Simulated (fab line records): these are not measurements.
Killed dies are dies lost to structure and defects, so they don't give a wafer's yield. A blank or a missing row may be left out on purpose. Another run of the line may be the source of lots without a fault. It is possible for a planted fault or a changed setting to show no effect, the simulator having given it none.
Commonality check across tools | flow sky130 | 12 lots and 36 wafers in the sample

## REASON FOR OPENING
Of 12 lots, 2 have the reading NWELL_RS flagged at SKY_NWELL_RS_MEAS_29. Wafers without a fault read 624.8 ohm/sq, standard deviation 1.9.
Rule: flag the lot when none of its wafers has a number, or when each of its wafers that has one lies beyond 4 standard deviations from that mean. The rest of the lots are taken to be sound.

lot  | measured     | on           | NWELL_RS (ohm/sq), wafer by wafer | flag
L395 | day 5 08:08  | filmMetro-03 | 623.8 624.3 624.5                 | 
L396 | day 5 14:19  | filmMetro-02 | 627.9 627.5 628.1                 | 
L397 | day 5 18:48  | filmMetro-04 | 622.7 624.6 623.6                 | 
L398 | day 5 22:49  | filmMetro-03 | 623.6 624.5 624.9                 | 
L399 | day 6 09:04  | filmMetro-03 | 625.8 625.6 625.0                 | 
L402 | day 7 08:26  | filmMetro-04 | 626.7 627.4 624.7                 | 
L401 | day 7 08:59  | filmMetro-02 | 625.2 624.1 625.2                 | 
L405 | day 7 23:16  | filmMetro-02 | 597.9 598.1 598.4                 | FLAGGED
L407 | day 8 13:24  | filmMetro-03 | 600.5 599.4 600.2                 | FLAGGED
L413 | day 9 21:28  | filmMetro-02 | 626.3 629.0 625.2                 | 
L417 | day 10 19:34 | filmMetro-02 | 625.3 626.7 626.2                 | 
L418 | day 11 02:42 | filmMetro-04 | 625.7 623.5 623.5                 | 
The numbers of the flagged lots are 599.1 ohm/sq on average: -25.7 ohm/sq against the usual, or -14 standard deviations.

## LOT BY LOT: THE TOOL USED
The record holds 1 process step before the reading, out of a route of 708 steps. In each cell: the tool, then ch and the chambers that the sampled wafers went through, then the start.
lot  | flag    | SKY_NWELL_IMPLANT_11
L395 |         | implanter-03 ch 0, day 4 13:29
L396 |         | implanter-02 ch 0, day 4 19:27
L397 |         | implanter-02 ch 0, day 4 23:55
L398 |         | implanter-03 ch 0, day 5 03:59
L399 |         | implanter-02 ch 0, day 5 13:40
L402 |         | implanter-02 ch 0, day 6 11:43
L401 |         | implanter-03 ch 0, day 6 12:20
L405 | FLAGGED | implanter-03 ch 0, day 7 01:52
L407 | FLAGGED | implanter-03 ch 0, day 7 16:43
L413 |         | implanter-02 ch 0, day 8 22:58
L417 |         | implanter-02 ch 0, day 9 20:21
L418 |         | implanter-01 ch 0, day 10 03:15
What these steps do:
- SKY_NWELL_IMPLANT_11
- SKY_NWELL_RS_MEAS_29: measures by four-point-probe.

## FLAGGED OVER TOTAL, TOOL BY TOOL (the gauges that took the reading come last)
step                 | tool         | lots run | flagged | share of the flagged lots | sound lots run after its first flagged lot
SKY_NWELL_IMPLANT_11 | implanter-01 | 1        | 0       | none                      | -
SKY_NWELL_IMPLANT_11 | implanter-02 | 6        | 0       | none                      | -
SKY_NWELL_IMPLANT_11 | implanter-03 | 5        | 2       | all                       | 0
SKY_NWELL_RS_MEAS_29 | filmMetro-02 | 5        | 1       | some                      | 2 (L413,L417)
SKY_NWELL_RS_MEAS_29 | filmMetro-03 | 4        | 1       | some                      | 0
SKY_NWELL_RS_MEAS_29 | filmMetro-04 | 3        | 0       | none                      | -

## WHAT IS ALLOWED BY THE TABLE
All flagged lots share 1 row of the table, namely implanter-03 at SKY_NWELL_IMPLANT_11.
- implanter-03 at SKY_NWELL_IMPLANT_11 ran 5 lots, 2 of them flagged. A fault beginning between L401 (day 6 12:20), its last sound lot, and L405 (day 7 01:52), its first flagged one, fits the data. Its own readings (beamEnergyKeV) fall more than 4 standard deviations out on all wafers of the flagged lots.
Just one tool remains: implanter-03 at SKY_NWELL_IMPLANT_11.

## WHAT HAD BEEN PUT IN BY THE SIMULATOR
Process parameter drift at SKY_NWELL_IMPLANT_11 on implanter-03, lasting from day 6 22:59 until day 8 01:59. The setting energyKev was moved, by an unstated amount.
Struck lots among those shown: L405, L407. The rule above reached the same finding.
